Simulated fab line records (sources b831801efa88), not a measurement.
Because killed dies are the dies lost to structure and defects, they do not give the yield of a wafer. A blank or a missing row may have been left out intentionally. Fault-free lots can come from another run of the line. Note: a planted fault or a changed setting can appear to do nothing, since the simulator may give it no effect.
Chamber matching + flow gf180mcu + cmp-01 running GF_CONTACT_CMP_04: 4 sister chambers
The step polishes SiO2. 14 wafers are shown with their chamber, then 7 later ones without.

WAFERS WITH THEIR CHAMBER
| wafer  | chamber | motorCurrentA (A) | platenRpm (rpm) | timeToEndpointS (s) |
|--------|---------|-------------------|-----------------|---------------------|
| L375.1 | 0       | 13.6              | 59.98           | 112                 |
| L375.3 | 1       | 15.0              | 60.07           | 117                 |
| L375.6 | 1       | 14.6              | 60.03           | 123                 |
| L376.1 | 2       | 14.5              | 60.07           | 107                 |
| L376.2 | 3       | 13.6              | 60.01           | 114                 |
| L376.5 | 3       | 13.5              | 60.01           | 112                 |
| L379.3 | 0       | 13.1              | 59.97           | 113                 |
| L379.4 | 3       | 13.5              | 60.03           | 111                 |
| L379.5 | 0       | 13.2              | 60.02           | 113                 |
| L378.3 | 2       | 13.6              | 60.06           | 115                 |
| L378.4 | 3       | 13.6              | 59.97           | 117                 |
| L378.5 | 2       | 14.6              | 60.02           | 126                 |
| L391.1 | 3       | 13.0              | 60.01           | 126                 |
| L391.4 | 1       | 15.2              | 59.98           | 140                 |

SIGNATURES (means of the wafers above)
| reading         | chamber 0 | chamber 1 | chamber 2 | chamber 3 | scatter within a chamber |
|-----------------|-----------|-----------|-----------|-----------|--------------------------|
| motorCurrentA   | 13.300    | 14.933    | 14.233    | 13.440    | 0.344                    |
| platenRpm       | 59.9900   | 60.0267   | 60.0500   | 60.0060   | 0.0296                   |
| timeToEndpointS | 112.67    | 126.67    | 116.00    | 116.00    | 7.83                     |
Rule: for each reading, subtract the chamber's mean from the wafer's reading, divide by that reading's scatter and square the result; add these up over the readings and take the root, which gives the wafer's distance from the chamber. The wafer belongs to the nearest chamber; if the next one is less than 2 further off, it can't be placed. The scatter: the root of (the sum of the squares of (reading less its chamber's mean) over the shown wafers, divided by (wafers less chambers)).

WAFERS WHOSE CHAMBER IS MISSING
| wafer  | motorCurrentA (A) | platenRpm (rpm) | timeToEndpointS (s) |
|--------|-------------------|-----------------|---------------------|
| L391.6 | 13.5              | 60.07           | 133                 |
| L392.2 | 13.0              | 59.99           | 123                 |
| L392.4 | 13.5              | 59.94           | 122                 |
| L392.5 | 15.1              | 60.00           | 129                 |
| L394.1 | 13.6              | 59.98           | 114                 |
| L394.4 | 14.4              | 60.00           | 122                 |
| L394.6 | 13.7              | 60.08           | 122                 |

WHICH CHAMBER EACH ONE RAN IN
| wafer  | from the rows above               | in truth |
|--------|-----------------------------------|----------|
| L391.6 | can't be placed: 3 or 2 or 0 or 1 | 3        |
| L392.2 | can't be placed: 0 or 3           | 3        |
| L392.4 | can't be placed: 0 or 3           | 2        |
| L392.5 | 1                                 | 1        |
| L394.1 | can't be placed: 0 or 3           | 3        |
| L394.4 | can't be placed: 1 or 2 or 3 or 0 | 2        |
| L394.6 | can't be placed: 2 or 3 or 0      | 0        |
1 of 7 placed correctly. Can't be placed from these rows: 6 (the true chamber is among the candidates in 5). Placed wrongly: 0.
